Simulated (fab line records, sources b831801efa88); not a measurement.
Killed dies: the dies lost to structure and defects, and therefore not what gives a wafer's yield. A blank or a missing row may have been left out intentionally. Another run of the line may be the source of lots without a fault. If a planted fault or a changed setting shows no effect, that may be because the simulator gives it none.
fab line records	flow gf180mcu
record lots=12	wafers=36	lastDay=34
route steps=602 shown HV_LDD@195 CONTACT@291
lots with no fault: from the same line, run without faults
startH: the number of hours between the record's first day and the start of the first shown wafer of the lot	waitH: hours from the lot's prior step to this one	" the same as in the row above	L1.1+2: a single row standing in for several wafers	- no value, or no start given	* or withheld: withheld	< > ~ a bound
route shown NAME@n: NAME is a module with steps in the file, n the number in the route of the first one	usual: mean and standard deviation over wafers with no fault	same: alike in all rows	chamber/n: place in a boat	sites: per-site readings	_std_site: standard deviation across them	_edge_site: outer sites' mean less inner sites'	radiusMm: for every site, how far away it sits from the centre of the wafer	mask NAME#n: copy n	behind: the tool/chamber that last shaped the wafer	hold: why the lot went on hold/how many hours it stayed there/how the hold came to an end	device: whichever transistor did not switch (one of n, p or np)	end of line: the tests these same wafers got at the end of their route	where a step has no rows: the recipe by itself	killed: the dies lost at the first sort to structure and to defects; this is not the yield of the wafer	map: per-die view of a wafer (x killed, . not killed, _ where there is no die)
set.NAME: the setting as run; set.NAME@STEP: as run at that earlier step	model.NAME: the simulator's own value behind a step, which no gauge read
route steps across a sampled set of lots; one table per step, one row per wafer
services: a tool's chamber out of use, with start hour (startH, from the record's first day; less than 0 if before it), hours out, and reason
## steps
# step GF_HV_LDD_CD_MEAS_19
# recipe targetCdNm=400
# usual cdNm=399.8/2.2
lot.wafer	tool	chamber	startH	waitH	cdNm
L260.3	cdSem-02	-	244.89	0.1	400.0
L260.4	"	-	"	"	402.5
L260.6	"	-	"	"	399.2
L262.2	cdSem-02	-	255.39	0.1	396.4
L262.4	"	-	"	"	397.7
L262.5	"	-	"	"	396.0
L265.2	cdSem-02	-	284.87	0.1	399.3
L265.3	"	-	"	"	401.8
L265.5	"	-	"	"	398.6
L266.2	cdSem-01	-	291.00	0.1	400.5
L266.3	"	-	"	"	401.9
L266.4	"	-	"	"	401.4
L268.1	cdSem-02	-	303.55	0.1	402.8
L268.5	"	-	"	"	404.7
L268.6	"	-	"	"	402.9
L267.1	cdSem-02	-	304.57	0.1	398.3
L267.2	"	-	"	"	398.9
L267.6	"	-	"	"	400.2
L270.1	cdSem-01	-	315.68	0.1	397.5
L270.3	"	-	"	"	398.6
L270.6	"	-	"	"	397.3
L271.1	cdSem-01	-	322.95	0.1	400.9
L271.2	"	-	"	"	401.7
L271.4	"	-	"	"	399.8
L276.1	cdSem-01	-	366.80	0.1	398.0
L276.4	"	-	"	"	397.6
L276.6	"	-	"	"	395.9
L277.1	cdSem-01	-	374.17	0.1	401.9
L277.4	"	-	"	"	402.4
L277.5	"	-	"	"	400.7
L278.3	cdSem-02	-	380.57	0.1	400.3
L278.4	"	-	"	"	399.8
L278.5	"	-	"	"	396.2
L281.2	cdSem-02	-	408.92	0.1	398.9
L281.4	"	-	"	"	403.3
L281.6	"	-	"	"	399.9
# step GF_HV_LDD_OVL_MEAS_20
# usual HV_LDD_01_OVL=-0.5/1.5
lot.wafer	tool	chamber	startH	waitH	HV_LDD_01_OVL[nm]
L260.3	overlay-01	-	244.99	0.1	-0.6
L260.4	"	-	"	"	0.1
L260.6	"	-	"	"	-0.7
L262.2	overlay-02	-	255.49	0.1	-2.1
L262.4	"	-	"	"	-2.6
L262.5	"	-	"	"	-0.6
L265.2	overlay-01	-	284.98	0.1	0.7
L265.3	"	-	"	"	-2.3
L265.5	"	-	"	"	0.4
L266.2	overlay-01	-	291.11	0.1	-1.2
L266.3	"	-	"	"	1.5
L266.4	"	-	"	"	-0.4
L268.1	overlay-02	-	303.67	0.1	1.0
L268.5	"	-	"	"	0.8
L268.6	"	-	"	"	1.8
L267.1	overlay-02	-	304.69	0.1	-0.1
L267.2	"	-	"	"	-0.8
L267.6	"	-	"	"	-0.9
L270.1	overlay-02	-	315.80	0.1	-0.9
L270.3	"	-	"	"	0.6
L270.6	"	-	"	"	-1.3
L271.1	overlay-02	-	323.07	0.1	0.7
L271.2	"	-	"	"	-0.3
L271.4	"	-	"	"	-0.2
L276.1	overlay-01	-	366.92	0.1	-0.4
L276.4	"	-	"	"	-0.7
L276.6	"	-	"	"	-1.6
L277.1	overlay-02	-	374.29	0.1	-0.8
L277.4	"	-	"	"	-1.8
L277.5	"	-	"	"	0.0
L278.3	overlay-02	-	380.67	0.1	1.8
L278.4	"	-	"	"	-1.2
L278.5	"	-	"	"	0.2
L281.2	overlay-02	-	409.03	0.1	0.2
L281.4	"	-	"	"	0.1
L281.6	"	-	"	"	-0.8
# step GF_HV_LDD_COAT_41
# recipe resist=NOVOLAK	spinRpm=3000	resistThkNm=1000
# usual spinSpeedRpm=2999.9/2.1
lot.wafer	tool	chamber	startH	waitH	spinSpeedRpm
L260.3	lithoTrack-03	0	275.53	0.1	3000.1
L260.4	"	0	"	"	3001.8
L260.6	"	0	"	"	3001.7
L262.2	lithoTrack-02	0	286.99	0.1	3003.9
L262.4	"	0	"	"	3001.0
L262.5	"	0	"	"	3001.3
L265.2	lithoTrack-03	0	316.96	0.1	2999.8
L265.3	"	0	"	"	2999.5
L265.5	"	0	"	"	3002.6
L266.2	lithoTrack-03	0	323.26	0.1	3001.7
L266.3	"	0	"	"	3000.6
L266.4	"	0	"	"	2998.6
L268.1	lithoTrack-02	0	336.07	0.1	2997.9
L268.5	"	0	"	"	3000.6
L268.6	"	0	"	"	2998.5
L267.1	lithoTrack-02	0	337.37	0.1	2998.7
L267.2	"	0	"	"	2998.0
L267.6	"	0	"	"	2999.9
L270.1	lithoTrack-03	0	349.88	0.1	2999.8
L270.3	"	0	"	"	2997.8
L270.6	"	0	"	"	3001.0
L271.1	lithoTrack-02	0	356.42	0.1	3002.3
L271.2	"	0	"	"	2999.5
L271.4	"	0	"	"	2998.8
L276.1	lithoTrack-04	0	403.70	0.1	2119.7
L276.4	"	0	"	"	2120.9
L276.6	"	0	"	"	2121.0
L277.1	lithoTrack-04	0	410.70	0.1	2121.7
L277.4	"	0	"	"	2123.3
L277.5	"	0	"	"	2124.4
L278.3	lithoTrack-02	0	416.51	0.1	2999.2
L278.4	"	0	"	"	2999.8
L278.5	"	0	"	"	2995.4
L281.2	lithoTrack-03	0	446.71	0.1	3001.1
L281.4	"	0	"	"	2999.6
L281.6	"	0	"	"	2996.0
# step GF_HV_LDD_CD_MEAS_46
# recipe targetCdNm=400
# usual cdNm=399.1/1.9
lot.wafer	tool	chamber	startH	waitH	cdNm
L260.3	cdSem-02	-	285.84	0.1	401.0
L260.4	"	-	"	"	400.3
L260.6	"	-	"	"	400.2
L262.2	cdSem-02	-	297.69	0.1	400.9
L262.4	"	-	"	"	402.5
L262.5	"	-	"	"	400.7
L265.2	cdSem-01	-	327.95	0.1	399.2
L265.3	"	-	"	"	398.6
L265.5	"	-	"	"	397.0
L266.2	cdSem-01	-	334.24	0.1	398.7
L266.3	"	-	"	"	400.8
L266.4	"	-	"	"	399.3
L268.1	cdSem-01	-	347.28	0.1	400.7
L268.5	"	-	"	"	400.4
L268.6	"	-	"	"	402.1
L267.1	cdSem-01	-	348.55	0.1	399.6
L267.2	"	-	"	"	399.7
L267.6	"	-	"	"	401.6
L270.1	cdSem-01	-	361.13	0.1	395.6
L270.3	"	-	"	"	399.1
L270.6	"	-	"	"	396.7
L271.1	cdSem-01	-	367.70	0.1	398.8
L271.2	"	-	"	"	399.0
L271.4	"	-	"	"	397.4
L276.1	cdSem-02	-	414.95	0.1	380.1
L276.4	"	-	"	"	379.3
L276.6	"	-	"	"	379.8
L277.1	cdSem-02	-	423.21	0.2	379.7
L277.4	"	-	"	"	381.0
L277.5	"	-	"	"	380.2
L278.3	cdSem-01	-	428.95	0.1	399.1
L278.4	"	-	"	"	401.3
L278.5	"	-	"	"	399.5
L281.2	cdSem-02	-	459.58	0.1	399.7
L281.4	"	-	"	"	400.5
L281.6	"	-	"	"	399.3
# step GF_HV_LDD_STRIP_49
# recipe chemistry=O2/N2	powerW=1400	pressureMtorr=1500	platenTempC=250	o2FlowSccm=3000	n2FlowSccm=300	overashFraction=0.5
# usual drypumpMotorCurrentA=5.77/0.15	heaterPowerW=327/38	oesProductAu=0.715/0.0045	stripTimeToEndpointS=12.63/0.031
lot.wafer	tool	chamber	startH	waitH	drypumpMotorCurrentA	heaterPowerW	oesProductAu	rfHoursCounterH	stripTimeToEndpointS
L260.3	plasmaAsher-03	0	286.29	0.2	5.61	288	0.713	-	12.61
L260.4	"	1	"	"	5.68	293	0.720	-	12.61
L260.6	"	1	"	"	5.67	297	0.713	-	12.62
L262.2	plasmaAsher-03	1	297.97	0.1	5.72	297	0.718	67	12.61
L262.4	"	0	"	"	5.61	272	0.706	-	12.59
L262.5	"	1	"	"	5.70	297	0.712	-	12.59
L265.2	plasmaAsher-04	0	328.24	0.1	6.02	345	0.707	52	12.65
L265.3	"	0	"	"	6.00	346	0.722	-	12.67
L265.5	"	1	"	"	5.81	388	0.718	-	12.65
L266.2	plasmaAsher-03	1	334.52	0.1	5.67	295	0.716	71	12.62
L266.3	"	0	"	"	5.62	282	0.719	-	12.60
L266.4	"	1	"	"	5.67	293	0.714	-	12.60
L268.1	plasmaAsher-02	1	347.59	0.1	5.77	350	0.714	23	12.69
L268.5	"	1	"	"	5.75	342	0.712	-	12.63
L268.6	"	0	"	"	5.74	341	0.717	-	12.67
L267.1	plasmaAsher-04	1	348.86	0.1	5.82	382	0.726	54	12.61
L267.2	"	0	"	"	6.03	351	0.713	54	12.67
L267.6	"	1	"	"	5.83	379	0.712	-	12.63
L270.1	plasmaAsher-04	1	361.44	0.1	5.83	383	0.718	55	12.62
L270.3	"	1	"	"	5.83	380	0.711	-	12.60
L270.6	"	0	"	"	6.06	346	0.710	-	12.64
L271.1	plasmaAsher-02	1	368.01	0.1	5.76	347	0.716	26	12.65
L271.2	"	0	"	"	5.74	330	0.712	26	12.67
L271.4	"	1	"	"	5.75	341	0.720	-	12.66
L276.1	plasmaAsher-02	0	415.26	0.1	5.73	326	0.711	30	14.77
L276.4	"	1	"	"	5.76	346	0.716	-	14.73
L276.6	"	1	"	"	5.73	342	0.711	-	14.75
L277.1	plasmaAsher-04	0	423.52	0.1	6.03	357	0.719	62	14.77
L277.4	"	1	"	"	5.84	386	0.707	-	14.77
L277.5	"	0	"	"	6.05	351	0.717	-	14.74
L278.3	plasmaAsher-04	0	429.25	0.1	6.02	355	0.714	-	12.55
L278.4	"	1	"	"	5.84	382	0.721	-	12.61
L278.5	"	1	"	"	5.85	377	0.705	-	12.63
L281.2	plasmaAsher-04	1	459.87	0.1	5.83	392	0.714	66	12.62
L281.4	"	0	"	"	6.04	350	0.722	-	12.66
L281.6	"	1	"	"	5.83	391	0.720	-	12.67
# step GF_CONTACT_CMP_04
# recipe material=SiO2	downForcePsi=4	platenRpm=60	padVelocityMS=0.94248
# usual motorCurrentA=12.1/1.8	timeToEndpointS=116/8.6
lot.wafer	tool	chamber	startH	waitH	motorCurrentA	timeToEndpointS
L260.4	cmp-02	1	356.14	0.1	13.1	123
L260.3	"	2	"	"	9.4	110
L260.6	"	0	"	"	12.9	119
L262.4	cmp-01	0	368.13	0.1	9.9	111
L262.2	"	1	"	"	12.6	105
L262.5	"	3	"	"	11.0	111
L265.2	cmp-02	1	402.86	0.0	12.4	114
L265.3	"	2	"	"	9.3	111
L265.5	"	2	"	"	9.7	120
L266.2	cmp-02	2	408.87	0.5	9.8	113
L266.3	"	3	"	"	14.8	108
L266.4	"	0	"	"	13.2	112
L268.1	cmp-02	3	422.34	0.1	14.8	121
L268.6	"	2	"	"	9.4	121
L268.5	"	3	"	"	14.4	119
L267.2	cmp-02	3	423.89	0.1	14.8	124
L267.1	"	0	"	"	12.9	117
L267.6	"	3	"	"	14.1	126
L270.3	cmp-02	3	438.10	0.1	14.6	122
L270.1	"	1	"	"	11.9	109
L270.6	"	2	"	"	9.4	114
L271.2	cmp-01	2	445.30	0.0	14.5	109
L271.4	"	3	"	"	10.7	114
L271.1	"	1	"	"	11.9	107
L276.1	cmp-02	0	494.05	0.1	13.2	118
L276.4	"	3	"	"	14.6	133
L276.6	"	0	"	"	13.5	122
L277.4	cmp-01	1	502.48	0.1	12.6	104
L277.1	"	3	"	"	11.1	108
L277.5	"	1	"	"	11.9	101
L278.3	cmp-02	0	507.80	0.1	13.0	117
L278.4	"	2	"	"	9.8	126
L278.5	"	3	"	"	14.3	131
L281.4	cmp-01	1	537.94	0.1	11.7	108
L281.2	"	2	"	"	14.9	109
L281.6	"	1	"	"	12.4	114
## services
tool	chamber	startH	hours	kind
cmp-01	-	278.00	1.0	repair
cmp-02	-	299.84	3.3	pm
cmp-01	-	313.54	1.2	repair
cmp-01	-	343.92	12.7	pm
cmp-02	-	357.99	1.6	repair
cmp-02	-	363.64	1.3	repair
cmp-01	-	380.03	31.4	repair
cmp-01	-	385.67	4.3	repair
plasmaAsher-02	-	392.15	1.0	repair
cmp-01	-	411.47	4.0	pm
cmp-01	-	415.47	-	consumableReplace:conditioner
cmp-01	-	415.47	-	consumableReplace:pad
cmp-02	-	415.87	5.8	pm
cmp-01	-	453.63	2.4	repair
plasmaAsher-04	-	454.10	2.2	repair
cmp-01	-	463.53	3.3	repair
cmp-01	-	474.81	0.3	repair
cmp-01	-	495.88	4.2	pm
cmp-01	-	501.59	0.4	repair
## key
firstSign step=GF_HV_LDD_COAT_41	reading=spinSpeedRpm	direction=down	sigmas=99+	usual=*	struck=*
effect step=GF_HV_LDD_CD_MEAS_46	reading=cdNm	direction=down	sigmas=9.8	usual=399.1	struck=380.0
effect step=GF_HV_LDD_STRIP_49	reading=stripTimeToEndpointS	direction=up	sigmas=69	usual=*	struck=*
metAt GF_HV_LDD_COAT_41
struckLots L276,L277
testerLeftOut L276,L277
notActingAt GF_HV_LDD_CD_MEAS_19,GF_HV_LDD_OVL_MEAS_20,GF_CONTACT_CMP_04
fault kind=processParameterDrift	tool=lithoTrack-04	chamber=-	onsetH=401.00	steps=GF_HV_LDD_COAT_41	channel=spinRpm	offset=*	shape=step	endH=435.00	actsIn=*	stated=*
# testerLeftOut: of these lots the tester's yield and bins aren't shown, on N5 and GAA mostly nor the transistor test; their killed dies are dies lost to structure and defects alone, not to doping, threshold or leakage, so they don't give the yield
